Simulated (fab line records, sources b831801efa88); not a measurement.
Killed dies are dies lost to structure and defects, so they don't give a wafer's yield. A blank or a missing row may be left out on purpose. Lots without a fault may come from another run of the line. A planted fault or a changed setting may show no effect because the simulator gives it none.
Problem report in the 8D (eight disciplines) form, filled by code | flow sfq_line | the parts of the form that need people (team, actions taken, sign-off) are left out

1. THE PROBLEM
thk_nm at SFQ_TRILAYER_I0_METRO_MEASURE_029 reads a mean of 185.4 nm on 3 wafers of 2 lots; wafers without a fault read 199.9 nm with a standard deviation of 1. That is -15 standard deviations from the usual mean.
First seen on wafer L351.1, day 10 09:43, on film_metro-02. The record holds 39 wafers of 13 lots with a number at this step. Rule for "out", or "out of limits": more than 4 standard deviations from the usual mean. The other wafers with a number count as sound.

2. WHAT IT IS AND WHAT IT IS NOT
question                    | is                           | is not
which readings at this step | thk_nm                       | -
which lots                  | L351, L353                   | L335, L336, L337, L338, L339, L340, L341, L342, L343, L355, L356
which wafers of those lots  | L351.1, L351.4, L353.1       | L351.6, L353.3, L353.6
read on which tools         | film_metro-02, film_metro-03 | film_metro-01
when                        | from day 10 09:43            | up to then (28 sound wafers); but 8 sound wafers of L353, L355, L356 came after

3. SUSPECTS, AND WHAT RULES EACH OUT
Counting: a tool at a process step up to the reading stays a suspect if it ran every lot that is out. Sound lots after the first of them don't rule it out here, since some wafers of a struck lot are sound.
- cmp-01 at SFQ_TRILAYER_I0_CMP_CMP_028 (polishes SiO2): kept. It ran every lot that is out, first L351 (day 10 07:36); its last sound lot up to then is L343 (day 8 10:09).
Left after counting: cmp-01 at SFQ_TRILAYER_I0_CMP_CMP_028.

4. THE CAUSE (what the simulator had put in)
Process parameter drift: cmp-01, from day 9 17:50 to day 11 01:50, at SFQ_TRILAYER_I0_CMP_CMP_028. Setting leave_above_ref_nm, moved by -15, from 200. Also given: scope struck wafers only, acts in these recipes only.
Counting left only this tool.

5. THE CHAIN OF EFFECTS, in route order
Each row: a reading whose mean over the struck wafers that have a number lies more than 3 standard deviations from the usual. Only readings for which the record gives a usual standard deviation are gone through. hours: the time from each lot's start at the first step in this table that gives one to its start at this step, as a median over the lots. sigmas: the change in usual standard deviations.
hours | step                                  | reading        | usual      | on struck wafers | change | sigmas
0     | SFQ_TRILAYER_I0_METRO_MEASURE_029     | thk_nm         | 199.9 nm   | 185.4            | -14.5  | -15
120   | SFQ_TRILAYER_I0_VIA_ETCH_VIA_ETCH_034 | oes_product_au | 0.854 a.u. | 0.819            | -0.035 | -7.3
The process steps in it:
- SFQ_TRILAYER_I0_METRO_MEASURE_029
- SFQ_TRILAYER_I0_VIA_ETCH_VIA_ETCH_034: etches SiO2 in CHF3, stops on Nb, target depth 260 nm.

6. WHAT WOULD HAVE CAUGHT IT SOONER
In this record the first reading out of limits was taken at day 10 09:43, 16 hours after the fault began at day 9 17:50.
Of the tool readings at SFQ_TRILAYER_I0_CMP_CMP_028 for which the record gives a usual standard deviation, none was out on any struck wafer, so an alarm limit of 4 standard deviations on them would not have fired.
Of the lots that are out (2), L353 began SFQ_TRILAYER_I0_CMP_CMP_028 on cmp-01 after day 10 09:43. A hold on the tool at that time would have spared it.
